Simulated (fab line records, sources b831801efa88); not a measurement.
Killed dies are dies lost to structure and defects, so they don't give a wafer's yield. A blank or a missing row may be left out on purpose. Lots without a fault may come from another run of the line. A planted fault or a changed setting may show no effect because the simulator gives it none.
Which tool did it? | flow gf180mcu | 13 lots, 39 wafers sampled, at 5 steps of a route of 602

WHAT THE GAUGES READ, wafer by wafer
GF_STI_BOW_MEAS_00.
lot  | measured    | on            | INCOMING_BOW (um)
L617 | day 1 10:01 | film_metro-01 | 6 -4 -11
L619 | day 1 20:00 | film_metro-03 | -3 -1 -7
L622 | day 2 11:00 | film_metro-01 | -2 2 -5
L625 | day 3 02:01 | film_metro-01 | -4 -16 -4
L626 | day 3 07:00 | film_metro-01 | 2 -5 -7
L630 | day 4 03:00 | film_metro-03 | -4 -8 -6
L631 | day 4 08:04 | film_metro-01 | 6 4 -8
L633 | day 4 18:00 | film_metro-04 | 11 -6 -4
L635 | day 5 04:00 | film_metro-03 | -5 11 -6
L636 | day 5 09:00 | film_metro-03 | 3 -3 -8
L637 | day 5 14:00 | film_metro-03 | 4 -8 -10
L638 | day 5 19:02 | film_metro-03 | 4 -6 3
L639 | day 6 00:04 | film_metro-03 | -11 -8 4

GF_STI_THK_MEAS_22.
lot  | measured    | on            | STI_OXIDATION_01_THK (nm)
L617 | day 2 04:08 | film_metro-03 | 15.05 14.92 14.72
L619 | day 2 14:49 | film_metro-03 | 15.23 15.35 15.60
L622 | day 3 05:40 | film_metro-04 | 14.95 15.09 15.02
L625 | day 3 20:35 | film_metro-03 | 14.76 15.23 14.93
L626 | day 4 03:28 | film_metro-01 | 15.09 14.99 14.98
L630 | day 4 23:23 | film_metro-03 | 14.86 15.10 14.78
L631 | day 5 02:57 | film_metro-04 | 14.73 14.89 14.75
L633 | day 5 13:40 | film_metro-01 | 14.59 14.95 14.66
L635 | day 6 00:01 | film_metro-01 | 15.36 15.33 14.98
L636 | day 6 05:16 | film_metro-04 | 14.63 14.55 14.47
L637 | day 6 09:58 | film_metro-04 | 14.81 14.50 14.82
L638 | day 6 17:04 | film_metro-04 | 15.20 15.42 15.17
L639 | day 6 21:50 | film_metro-04 | 14.75 14.85 15.01

GF_VT_IMPLANT_RS_MEAS_47: measures by four-point-probe.
lot  | measured     | on            | NWELL_RS (ohm/sq)
L617 | day 7 14:45  | film_metro-02 | 488.7 489.5 489.9
L619 | day 8 06:14  | film_metro-01 | 486.5 486.2 486.6
L622 | day 9 00:37  | film_metro-02 | 486.5 486.2 487.1
L625 | day 9 20:58  | film_metro-01 | 476.3 474.6 474.8
L626 | day 10 07:25 | film_metro-02 | 473.9 475.0 475.9
L630 | day 11 07:14 | film_metro-02 | 487.7 487.2 488.9
L631 | day 11 11:17 | film_metro-01 | 487.7 486.0 486.0
L633 | day 12 02:04 | film_metro-01 | 485.2 484.7 485.0
L635 | day 12 13:02 | film_metro-01 | 486.0 486.2 486.5
L636 | day 12 18:35 | film_metro-04 | 488.7 488.5 487.8
L637 | day 13 11:38 | film_metro-02 | 487.3 487.7 487.7
L638 | day 13 13:40 | film_metro-04 | 484.8 486.8 487.4
L639 | day 13 14:56 | film_metro-01 | 484.8 484.4 484.8

WHICH TOOL RAN EACH LOT (tool, then ch and the chambers of the sampled wafers, then the start)
lot  | GF_STI_CMP_25                | GF_NWELL_IMPLANT_09
L617 | cmp-02 ch 0,3, day 2 04:19   | implanter-03 ch 0, day 3 07:28
L619 | cmp-02 ch 0,1,2, day 2 15:04 | implanter-03 ch 0, day 3 20:05
L622 | cmp-02 ch 1,2,3, day 3 05:54 | implanter-02 ch 0, day 4 11:22
L625 | cmp-02 ch 0,1,3, day 3 20:49 | implanter-03 ch 0, day 5 03:44
L626 | cmp-01 ch 0,2,3, day 4 03:53 | implanter-03 ch 0, day 5 11:10
L630 | cmp-02 ch 2,3, day 4 23:35   | implanter-01 ch 0, day 6 07:40
L631 | cmp-02 ch 0,2,3, day 5 03:16 | implanter-02 ch 0, day 6 11:40
L633 | cmp-02 ch 0,1,3, day 5 14:01 | implanter-02 ch 0, day 6 23:29
L635 | cmp-01 ch 1,2, day 6 00:17   | implanter-02 ch 0, day 7 09:10
L636 | cmp-01 ch 2,3, day 6 05:27   | implanter-03 ch 0, day 7 15:14
L637 | cmp-01 ch 0,2,3, day 6 10:12 | implanter-03 ch 0, day 7 20:26
L638 | cmp-01 ch 1,2,3, day 6 17:23 | implanter-03 ch 0, day 8 04:38
L639 | cmp-01 ch 2,3, day 6 22:05   | implanter-03 ch 0, day 8 09:08
- GF_STI_CMP_25: polishes, stops on Si3N4, t overpolish 33 s, target thk 524.6 nm.
- GF_NWELL_IMPLANT_09

WHAT THE TOOLS THEMSELVES READ (means of the sampled wafers that have a number; where no wafer has one, the mark that the record gives instead)
GF_STI_CMP_25.
lot  | tool   | motor_current_A (A) | overpolish_run_s (s) | slurry_flow_ml_min | time_to_endpoint_s (s)
L617 | cmp-02 | 11.5                | 33.002               | 149.9              | 120
L619 | cmp-02 | 11.7                | 32.991               | 149.3              | 123
L622 | cmp-02 | 11.9                | 32.992               | 150.3              | 121
L625 | cmp-02 | 12.6                | 33.004               | 150.3              | 120
L626 | cmp-01 | 11.5                | 32.994               | 150.9              | 120
L630 | cmp-02 | 11.1                | 33.000               | 150.2              | 122
L631 | cmp-02 | 10.9                | 32.989               | 149.8              | 122
L633 | cmp-02 | 12.1                | 33.001               | 150.0              | 121
L635 | cmp-01 | 11.6                | 33.002               | 149.6              | 122
L636 | cmp-01 | 11.1                | 33.002               | 149.7              | 123
L637 | cmp-01 | 12.3                | 32.995               | 149.7              | 120
L638 | cmp-01 | 12.0                | 33.000               | 149.9              | 119
L639 | cmp-01 | 12.3                | 32.999               | 150.3              | 121

GF_NWELL_IMPLANT_09.
lot  | tool         | dose_ions_cm2 | end_station_pressure_torr (Torr) | faraday_current_uA
L617 | implanter-03 | 4e+12         | 4.86e-06                         | 22.5
L619 | implanter-03 | 4e+12         | 4.92e-06                         | 22.8
L622 | implanter-02 | 4e+12         | 5.11e-06                         | 22.6
L625 | implanter-03 | 5e+12         | 4.99e-06                         | 26.8
L626 | implanter-03 | 5e+12         | 4.94e-06                         | 26.5
L630 | implanter-01 | 4e+12         | 4.79e-06                         | 22.3
L631 | implanter-02 | 4e+12         | 4.95e-06                         | 22.6
L633 | implanter-02 | 4e+12         | 5.13e-06                         | 22.3
L635 | implanter-02 | 4e+12         | 4.87e-06                         | 22.9
L636 | implanter-03 | 4e+12         | 4.96e-06                         | 22.4
L637 | implanter-03 | 4e+12         | 5.01e-06                         | 22.4
L638 | implanter-03 | 4e+12         | 5.15e-06                         | 22.7
L639 | implanter-03 | 4e+12         | 4.98e-06                         | 22.4

THE ANSWER, worked out from the rows above alone
Rule: what is usual is taken from the lots themselves. Put in order of their means at a reading, lots are off if they are a third of the lots or fewer, leave a main group of 4 or more, and stand apart from it by a gap of 3 or more times the standard deviation of the main group's means; of several such gaps the widest counts. A main group whose means are all the same, to the digits that the tables above print for the reading, isn't used. A lot without any number at a reading at which 4 lots or more have one is off too. The other lots that the step has rows for count as sound. The gauges are gone through in route order, then the tools' own readings, and for those a lot's mean is taken as printed above. The first step at which some lot is off is used, and at that step the reading that is off furthest; a lot without a number counts as furthest.
Off: L625, L626, at GF_VT_IMPLANT_RS_MEAS_47 (NWELL_RS). The main group: mean 486.8 ohm/sq, standard deviation 1.3.
A tool fits if, at a process step before that reading, it ran every lot that is off, and no sound lot after the first of them. The gauges at GF_VT_IMPLANT_RS_MEAS_47 aren't tried: what is off there is off at GF_NWELL_IMPLANT_09 too, on other tools, and a gauge's error can't cause that. None of those tried fits.

WHAT THE SIMULATOR HAD PUT IN
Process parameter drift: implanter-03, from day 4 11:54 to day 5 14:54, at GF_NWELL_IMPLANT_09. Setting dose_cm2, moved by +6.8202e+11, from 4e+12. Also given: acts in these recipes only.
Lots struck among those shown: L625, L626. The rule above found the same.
